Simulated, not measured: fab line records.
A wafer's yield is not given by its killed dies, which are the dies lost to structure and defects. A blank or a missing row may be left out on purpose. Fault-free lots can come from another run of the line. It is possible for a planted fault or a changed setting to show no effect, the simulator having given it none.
Check of tool commonality -- flow sky130 -- Sample size 10 lots and 30 wafers

THE REASON FOR OPENING IT
2 of 10 lots carry a flag on the reading SD_N_TW at SKY_SD_N_TW_MEAS_12. Fault-free wafers read 4028, with a standard deviation of 31.
Rule: flag the lot when none of its wafers has a number, or when each of its wafers that has one lies beyond 4 standard deviations from that mean. The other lots count as sound.

lot,measured,on,"SD_N_TW, wafer by wafer",flag
L456,day 28 09:32,film metro-02,3987 3987 4000,
L458,day 29 04:08,film metro-02,3990 3977 3988,
L462,day 30 14:19,film metro-03,3589 3601 3597,FLAGGED
L461,day 30 15:52,film metro-04,4033 4026 4034,
L460,day 30 16:16,film metro-04,3580 3599 3581,FLAGGED
L465,day 31 15:58,film metro-04,4061 4057 4045,
L473,day 34 01:23,film metro-03,4041 4043 4053,
L474,day 34 06:11,film metro-03,4052 4030 4036,
L475,day 34 11:16,film metro-03,4005 4047 4007,
L476,day 35 02:49,film metro-03,4033 4042 4048,
The mean of the flagged lots' numbers is 3591, -437 from the usual (-14 standard deviations).

LOT BY LOT: THE TOOL USED
2 process steps preceding the reading are held in the record, out of 708 steps in the route. In each cell: the tool, then ch and the chambers that the sampled wafers went through, then the start.
lot,flag,SKY_SD_N_IMPLANT_09,SKY_SD_N_STRIP_11
L456,,"implanter-03 ch 0, day 28 09:11","plasma asher-03 ch 0,1, day 28 09:26"
L458,,"implanter-01 ch 0, day 29 03:44","plasma asher-02 ch 0,1, day 29 04:02"
L462,FLAGGED,"implanter-01 ch 0, day 30 13:55","plasma asher-03 ch 0,1, day 30 14:13"
L461,,"implanter-03 ch 0, day 30 15:29","plasma asher-03 ch 0, day 30 15:46"
L460,FLAGGED,"implanter-01 ch 0, day 30 15:53","plasma asher-01 ch 0,1, day 30 16:10"
L465,,"implanter-02 ch 0, day 31 15:34","plasma asher-01 ch 0,1, day 31 15:52"
L473,,"implanter-02 ch 0, day 34 00:59","plasma asher-02 ch 0,1, day 34 01:17"
L474,,"implanter-02 ch 0, day 34 05:47","plasma asher-03 ch 0, day 34 06:05"
L475,,"implanter-01 ch 0, day 34 10:52","plasma asher-03 ch 0,1, day 34 11:10"
L476,,"implanter-03 ch 0, day 35 02:25","plasma asher-03 ch 0,1, day 35 02:43"
What is done by these steps:
- SKY_SD_N_IMPLANT_09
- SKY_SD_N_STRIP_11: strips in O2/N2.
- SKY_SD_N_TW_MEAS_12

FLAGGED AGAINST TOTAL, ONE TOOL AT A TIME (gauges that did the reading follow at the end)
step,tool,lots run,flagged,share of the flagged lots,sound lots run after its first flagged lot
SKY_SD_N_IMPLANT_09,implanter-01,4,2,all,1 (L475)
SKY_SD_N_IMPLANT_09,implanter-02,3,0,none,-
SKY_SD_N_IMPLANT_09,implanter-03,3,0,none,-
SKY_SD_N_STRIP_11,plasma asher-01,2,1,some,1 (L465)
SKY_SD_N_STRIP_11,plasma asher-02,2,0,none,-
SKY_SD_N_STRIP_11,plasma asher-03,6,1,some,"4 (L461,L474,L475,L476)"
SKY_SD_N_TW_MEAS_12,film metro-02,2,0,none,-
SKY_SD_N_TW_MEAS_12,film metro-03,5,1,some,"4 (L473,L474,L475,L476)"
SKY_SD_N_TW_MEAS_12,film metro-04,3,1,some,1 (L465)

WHAT THE TABLE ALLOWS
1 row of the table ran every flagged lot: implanter-01 at SKY_SD_N_IMPLANT_09.
- implanter-01 at SKY_SD_N_IMPLANT_09: 2 of its 4 lots flagged. Sound lots ran on it after the first flagged one (L475), which a lasting fault on the whole tool wouldn't allow. Its own readings (beam energy keV) fall more than 4 standard deviations out on all wafers of the flagged lots.
None of the table's rows ran every flagged lot and, after the first, no sound lot.

WHAT HAD BEEN PUT IN BY THE SIMULATOR
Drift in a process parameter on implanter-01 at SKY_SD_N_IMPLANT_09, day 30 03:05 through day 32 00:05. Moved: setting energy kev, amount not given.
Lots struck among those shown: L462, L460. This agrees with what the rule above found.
